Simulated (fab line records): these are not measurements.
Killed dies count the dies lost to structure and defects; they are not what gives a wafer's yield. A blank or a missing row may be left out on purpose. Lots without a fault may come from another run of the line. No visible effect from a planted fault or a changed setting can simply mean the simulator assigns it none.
Comparing a struck lot with a sound one / flow sky130 / 26 out of 708 route steps
Sound: these wafers, L380.2, L380.4, L380.5. Struck: wafers L379.2, L379.4, L379.5. The cause is given at the end.
Order at every step that has rows: each side's tool, ch and its chambers, its first start. Under that, the readings that differ: sound wafers / struck wafers / difference of the means / sigmas: that difference in standard deviations of wafers without a fault.
alike: readings with means less than 2 such deviations apart, plus words and numbers identical on both sides. not compared: withheld readings, readings lacking a value on some wafer, bounds such as >300 that could conceal the same value, and numbers that have no deviation in the record and whose values overlap.
The two part at a step that has a row with sigmas, a row that says differs or no value, or rows on one side only. When numbers do not overlap yet have no deviation, they are printed without sigmas and do not part them. A reading missing from all wafers of one side parts the sides only when that side holds two or more wafers.

first, 3 steps without rows for these wafers: SKY_FIELD_ISO_WET_ETCH_30 (etches SiO2 in dHF, target depth 25 nm, time 50 s); SKY_NWELL_CLEAN_00 (cleans in SC1/SC2, time 150 s); SKY_NWELL_OXIDATION_01 (stabilise 600 s, purge 300 s, target thk 10 nm).
SKY_NWELL_THK_MEAS_02:
  sound: film_metro-01 at day 6 04:08; struck: film_metro-04 at day 5 18:05
  alike: NWELL_OXIDATION_THK
then, 8 steps without rows for these wafers: SKY_DNWELL_DEHYDRATE_00 (time 60 s); SKY_DNWELL_HMDS_01 (prime time 60 s); SKY_DNWELL_COAT_02 (resist thk 3000 nm); SKY_DNWELL_SOFTBAKE_03; SKY_DNWELL_EXPOSE_04 (exposes mask DNM, target cd 3000 nm); SKY_DNWELL_PEB_05; SKY_DNWELL_DEVELOP_06 (develop time 60 s); SKY_DNWELL_IMPLANT_07.
SKY_DNWELL_STRIP_08: strips in O2/N2.
  sound on plasma_asher-02 ch 1, day 6 22:08; struck on plasma_asher-01 ch 0,1, day 6 12:31
  no value came back on the struck wafers for chamber_pressure_mTorr (mTorr), drypump_motor_current_A (A), oes_product_au (a.u.), strip_time_to_endpoint_s (s); on the sound wafers chamber_pressure_mTorr (mTorr) reads 1500.8 1501.4 1498.9
reading=model.coat_of_DNWELL_COAT_02.thk_nm (nm); sound=0 0 0; struck=3005 3000 3002; difference=+3002; sigmas=
  not compared: rf_hours_counter_h
SKY_DNWELL_TW_MEAS_09:
  sound: film_metro-01 at day 6 22:15; struck: film_metro-04 at day 6 12:38
  alike: DNWELL_TW
then, 7 steps without rows for these wafers: SKY_PWDE_DEHYDRATE_00 (time 60 s); SKY_PWDE_HMDS_01 (prime time 60 s); SKY_PWDE_COAT_02 (resist thk 3000 nm); SKY_PWDE_SOFTBAKE_03; SKY_PWDE_EXPOSE_04 (exposes mask PWDEM, target cd 840 nm); SKY_PWDE_PEB_05; SKY_PWDE_DEVELOP_06 (develop time 60 s).
SKY_PWDE_OVL_MEAS_07:
  sound: overlay-02 at day 7 17:32; struck: overlay-01 at day 7 07:48
  alike: PWDE_OVL
next, for these wafers, 1 step has no rows: SKY_PWDE_IMPLANT_08.
SKY_PWDE_STRIP_09: strips in O2/N2.
  sound on plasma_asher-03 ch 1, day 7 17:43; struck on plasma_asher-01 ch 0,1, day 7 07:59
reading=oes_product_au (a.u.); sound=0.720 0.723 0.726; struck=0.745 0.748 0.740; difference=+0.021; sigmas=+4
reading=strip_time_to_endpoint_s (s); sound=37.00 36.91 36.92; struck=81.17 81.24 81.28; difference=+44.29; sigmas=+99 or more
  alike: chamber_pressure_mTorr, drypump_motor_current_A
  not compared: rf_hours_counter_h
SKY_PWDE_TW_MEAS_10:
  sound: film_metro-02 at day 7 17:50; struck: film_metro-02 at day 7 08:05
reading=PWDE_TW; sound=371.5 372.3 370.6; struck=29.9 29.8 29.8; difference=-341.6; sigmas=-99 or more
then, 1 step without rows for these wafers: SKY_NWELL_DEHYDRATE_03 (time 60 s).

WHERE THEY PART
Earliest at SKY_DNWELL_STRIP_08; latest, in this record, at SKY_PWDE_TW_MEAS_10.

WHY: what had been put in by the simulator
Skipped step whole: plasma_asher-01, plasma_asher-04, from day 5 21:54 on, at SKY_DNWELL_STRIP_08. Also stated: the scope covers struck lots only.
